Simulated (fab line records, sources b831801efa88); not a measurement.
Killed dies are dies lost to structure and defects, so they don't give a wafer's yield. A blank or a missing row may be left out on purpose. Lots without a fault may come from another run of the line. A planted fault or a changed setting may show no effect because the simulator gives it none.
A struck lot beside a sound one | flow gf180mcu | 17 steps out of a route of 602
Sound: wafers L579.1, L579.2, L579.5. Struck: wafers L587.2, L587.3, L587.6. The cause comes at the end.
At each step with rows: each side's tool, then ch and its chambers, then its first start. Under that, the readings that differ: sound wafers | struck wafers | difference of the means | sigmas: that difference in standard deviations of wafers without a fault.
alike: readings whose means differ by less than 2 such deviations, and words and numbers that are the same on both sides. not compared: withheld readings, readings that some wafer has no value for, bounds like >300 that may hide the same value, and numbers for which the record gives no deviation and whose values overlap.
The two part at a step that has a row with sigmas, a row that says differs or no value, or rows on one side only. Numbers that don't overlap but have no deviation are shown without sigmas and don't part them. A reading that every wafer of one side lacks parts them only if that side has two wafers or more.

first, 1 step without rows for these wafers: GF_STI_OXIDATION_01 (stabilise 600 s, purge 300 s, target thk 10 nm).
GF_STI_THK_MEAS_02:
  sound on film_metro-01, day 1 14:31; struck on film_metro-01, day 3 03:31
  alike: STI_OXIDATION_THK
then, 1 step without rows for these wafers: GF_STI_CVD_03 (deposits Si3N4 from DCS/NH3, target thk 207.16 nm, time 3551 s).
GF_STI_THK_MEAS_04:
  sound on film_metro-01, day 1 16:34; struck on film_metro-02, day 3 06:34
  alike: STI_CVD_03_THK
then, 7 steps without rows for these wafers: GF_STI_DEHYDRATE_05 (time 60 s); GF_STI_HMDS_06 (prime time 60 s); GF_STI_COAT_07 (resist thk 700 nm); GF_STI_SOFTBAKE_08 (time 60 s); GF_STI_EXPOSE_09 (exposes mask COMP, target cd 220 nm); GF_STI_PEB_10 (peb time 90 s); GF_STI_DEVELOP_11 (develop time 60 s).
GF_STI_CD_MEAS_12: target cd 220 nm.
  sound on cd_sem-02, day 2 03:50; struck on cd_sem-01, day 3 19:05
  alike: cd_nm
GF_STI_ETCH_13: etches the open film in CHF3/O2, stops on Si, target depth 282.31 nm, time 112.9 s.
  sound on rie_diel-01 ch 1,3, day 2 03:58; struck on rie_diel-01 ch 0,2,3, day 3 19:11
  reading                              | sound             | struck            | difference | sigmas
  oes_product_au (a.u.)                | 0.832 0.832 0.826 | 0.801 0.798 0.795 | -0.032     | -6
  run_length_s (s)                     | 140.6 140.7 141.0 | 149.1 149.6 149.5 | +8.6       | +21
  model.KrF_of_STI_COAT_07.thk_nm (nm) | 442.3 445.9 435.8 | 427.1 426.5 419.8 | -16.9      |
  alike: drypump_motor_current_A, throttle_valve_pct
  not compared: rf_hours_counter_h
GF_STI_ETCH_14: etches Si in HBr/Cl2/O2, target depth 360 nm, time 102.9 s.
  sound on rie_si-01 ch 0,1, day 2 04:02; struck on rie_si-02 ch 1,2,3, day 3 19:16
  reading                              | sound             | struck            | difference | sigmas
  model.KrF_of_STI_COAT_07.thk_nm (nm) | 321.7 323.5 313.9 | 305.8 304.3 298.7 | -16.8      |
  alike: drypump_motor_current_A, oes_product_au, run_length_s, throttle_valve_pct
  not compared: rf_hours_counter_h
GF_STI_STRIP_15: strips in O2/N2.
  sound on plasma_asher-03 ch 0,1, day 2 04:07; struck on plasma_asher-02 ch 0,1, day 3 19:20
  reading                      | sound          | struck         | difference | sigmas
  strip_time_to_endpoint_s (s) | 3.75 3.80 3.66 | 3.58 3.56 3.50 | -0.19      | -4
  alike: drypump_motor_current_A, heater_power_w, oes_product_au
  not compared: rf_hours_counter_h
then, 1 step without rows for these wafers: GF_STI_CLEAN_16 (cleans in dHF, time 25 s).
-- the record jumps here: 28 days lie between the struck wafers' starts before and after (it left off in module STI and takes up again in module PASSIVATION, whose first step shown is number 602 of the route) --
GF_PASSIVATION_PROBE_99:
  the record has rows for the struck wafers here (prober-02, day 31 09:43) and none for the sound ones

WHERE THEY PART
First at GF_STI_ETCH_13; last, within this record, at GF_PASSIVATION_PROBE_99.

WHY: what the simulator had put in
Process parameter drift: rie_diel-01, from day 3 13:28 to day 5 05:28, at GF_STI_ETCH_13. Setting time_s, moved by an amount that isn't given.
